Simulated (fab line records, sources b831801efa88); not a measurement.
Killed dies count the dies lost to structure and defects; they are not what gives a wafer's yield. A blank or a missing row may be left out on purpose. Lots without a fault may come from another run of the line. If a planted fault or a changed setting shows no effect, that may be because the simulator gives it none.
A lot that was struck, set against a sound lot | flow sky130 | 26 steps out of a route of 708
Sound: these wafers, L558.2, L558.4, L558.5. Wafers L554.3, L554.5, L554.6 were the ones struck. The cause is given at the end.
At each step with rows: each side's tool, then ch and its chambers, then its first start. Under that, the readings that differ: sound wafers | struck wafers | difference of the means | sigmas: that difference in standard deviations of wafers without a fault.
alike: words and numbers the same on both sides, and readings whose means are apart by under 2 such deviations; not compared: readings that were withheld, readings missing a value for some wafer, numbers with overlapping values and no deviation given by the record, and bounds like >300 which may hide the same value.
The two part at a step that has a row with sigmas, a row that says differs or no value, or rows on one side only. Numbers that have no deviation but don't overlap get no sigmas and don't part them. A reading missing from all wafers of one side parts the sides only when that side holds two or more wafers.

SKY_LDD_N_STRIP_16: strips in O2/N2.
  sound on plasma_asher-04 ch 0,1, day 25 23:31; struck on plasma_asher-02 ch 0,1, day 24 00:19
  reading                      | sound             | struck            | difference | sigmas
  strip_time_to_endpoint_s (s) | 4.288 4.277 4.289 | 4.320 4.323 4.324 | +0.038     | +2
  alike: chamber_pressure_mTorr, drypump_motor_current_A, oes_product_au
  not compared: rf_hours_counter_h
SKY_LDD_N_TW_MEAS_17:
  sound on film_metro-03, day 25 23:38; struck on film_metro-04, day 24 00:25
  alike: LDD_N_TW
then, 7 steps without rows for these wafers: SKY_LDD_P_DEHYDRATE_00 (time 60 s); SKY_LDD_P_HMDS_01 (prime time 60 s); SKY_LDD_P_COAT_02 (resist thk 1140 nm); SKY_LDD_P_SOFTBAKE_03 (time 60 s); SKY_LDD_P_EXPOSE_04 (exposes mask PSDM, target cd 380 nm); SKY_LDD_P_PEB_05; SKY_LDD_P_DEVELOP_06 (develop time 60 s).
SKY_LDD_P_CD_MEAS_07: target cd 380 nm.
  sound on cd_sem-02, day 27 04:03; struck on cd_sem-02, day 25 05:43
  reading    | sound             | struck            | difference | sigmas
  cd_nm (nm) | 376.6 375.9 378.3 | 379.9 384.3 381.5 | +5.0       | +2
SKY_LDD_P_OVL_MEAS_08:
  sound on overlay-01, day 27 04:10; struck on overlay-01, day 25 05:49
  alike: LDD_P_OVL
following that, these wafers have no rows for 1 step: SKY_LDD_P_IMPLANT_09.
SKY_LDD_P_STRIP_10: strips in O2/N2.
  sound on plasma_asher-02 ch 0,1, day 27 04:20; struck on plasma_asher-02 ch 0,1, day 25 06:01
  no value came back on the struck wafers for chamber_pressure_mTorr (mTorr), drypump_motor_current_A (A), oes_product_au (a.u.), strip_time_to_endpoint_s (s); on the sound wafers chamber_pressure_mTorr (mTorr) reads 1499.9 1499.4 1500.2
  reading                                    | sound | struck         | difference | sigmas
  model.NOVOLAK_of_LDD_P_COAT_02.thk_nm (nm) | 0 0 0 | 1142 1138 1138 | +1139      |
  not compared: rf_hours_counter_h
SKY_LDD_P_TW_MEAS_11:
  sound on film_metro-01, day 27 04:27; struck on film_metro-01, day 25 06:07
  alike: LDD_P_TW
then, 7 steps without rows for these wafers: SKY_LDD_HVN_DEHYDRATE_00 (time 60 s); SKY_LDD_HVN_HMDS_01 (prime time 60 s); SKY_LDD_HVN_COAT_02 (resist thk 300 nm); SKY_LDD_HVN_SOFTBAKE_03 (time 60 s); SKY_LDD_HVN_EXPOSE_04 (exposes mask HVNTM, target cd 700 nm); SKY_LDD_HVN_PEB_05; SKY_LDD_HVN_DEVELOP_06 (develop time 60 s).
SKY_LDD_HVN_OVL_MEAS_07:
  sound on overlay-02, day 28 08:59; struck on overlay-01, day 26 11:55
  alike: LDD_HVN_OVL
following that, these wafers have no rows for 1 step: SKY_LDD_HVN_IMPLANT_08.
SKY_LDD_HVN_STRIP_09: strips in O2/N2.
  sound on plasma_asher-03 ch 1, day 28 09:10; struck on plasma_asher-03 ch 0,1, day 26 12:07
  reading                      | sound             | struck               | difference | sigmas
  oes_product_au (a.u.)        | 0.408 0.401 0.415 | 0.715 0.722 0.718    | +0.310     | +62
  strip_time_to_endpoint_s (s) | 4.117 4.104 4.107 | 21.777 21.725 21.709 | +17.628    | +99 or more
  alike: chamber_pressure_mTorr, drypump_motor_current_A
  not compared: rf_hours_counter_h
SKY_LDD_HVN_TW_MEAS_10:
  sound on film_metro-02, day 28 09:17; struck on film_metro-02, day 26 12:13
  reading    | sound          | struck   | difference | sigmas
  LDD_HVN_TW | 1454 1456 1459 | 30 30 30 | -1426      | -99 or more
then, 1 step without rows for these wafers: SKY_LDD_HVP_DEHYDRATE_00 (time 60 s).

== WHERE THEY PART ==
Last at SKY_LDD_HVN_TW_MEAS_10 as far as this record goes, first at SKY_LDD_N_STRIP_16.

WHY: what had been put in by the simulator
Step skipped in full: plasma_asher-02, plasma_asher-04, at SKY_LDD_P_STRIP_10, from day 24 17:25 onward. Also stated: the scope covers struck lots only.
